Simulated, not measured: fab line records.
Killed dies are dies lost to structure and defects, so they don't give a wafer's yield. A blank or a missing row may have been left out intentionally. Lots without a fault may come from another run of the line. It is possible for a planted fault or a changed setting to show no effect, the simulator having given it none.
Chamber matching || flow sky130 || 3 sister chambers for SKY_PASSIVATION_CVD_00 on pecvd-04
The step deposits SiO2, target thk 90 nm. 3 wafers are shown with their chamber, then 7 later ones without.

== WAFERS WITH THEIR CHAMBER ==
{"wafer": "L536.4", "chamber": 1, "rfFwdPowerW (W)": 589.0}
{"wafer": "L537.1", "chamber": 2, "rfFwdPowerW (W)": 586.4}
{"wafer": "L537.2", "chamber": 0, "rfFwdPowerW (W)": 590.3}

== WAFERS MISSING THEIR CHAMBER ==
{"wafer": "L537.5", "rfFwdPowerW (W)": 589.3}
{"wafer": "L541.3", "rfFwdPowerW (W)": 589.2}
{"wafer": "L541.5", "rfFwdPowerW (W)": 592.7}
{"wafer": "L541.6", "rfFwdPowerW (W)": 582.1}
{"wafer": "L552.1", "rfFwdPowerW (W)": 590.1}
{"wafer": "L552.2", "rfFwdPowerW (W)": 585.6}
{"wafer": "L552.4", "rfFwdPowerW (W)": 589.5}

== EACH ONE'S CHAMBER ==
{"wafer": "L537.5", "from the rows above": "can't be placed: 1 or 0 or 2", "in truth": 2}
{"wafer": "L541.3", "from the rows above": "can't be placed: 1 or 0 or 2", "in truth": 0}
{"wafer": "L541.5", "from the rows above": "can't be placed: 0 or 1", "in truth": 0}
{"wafer": "L541.6", "from the rows above": "can't be placed: 2 or 1", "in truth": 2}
{"wafer": "L552.1", "from the rows above": "can't be placed: 0 or 1 or 2", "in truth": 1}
{"wafer": "L552.2", "from the rows above": "can't be placed: 2 or 1", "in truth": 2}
{"wafer": "L552.4", "from the rows above": "can't be placed: 1 or 0 or 2", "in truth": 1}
0 of 7 placed correctly. From these rows, 7 cannot be placed; in 7 the true chamber is one of the candidates. 0 placed wrongly.
How it was worked out, from the rows above alone: a wafer's distance from a chamber is the root of the sum, over the readings, of the square of ((its reading less the chamber's mean) divided by the reading's scatter). If the next closest chamber is less than 2 further off than the closest, the wafer can't be placed; otherwise it belongs to the closest. The mean given for a chamber averages the wafers shown for that chamber. The scatter: root of mean squared gap, hidden wafer to nearest shown wafer, with one shown wafer a chamber.
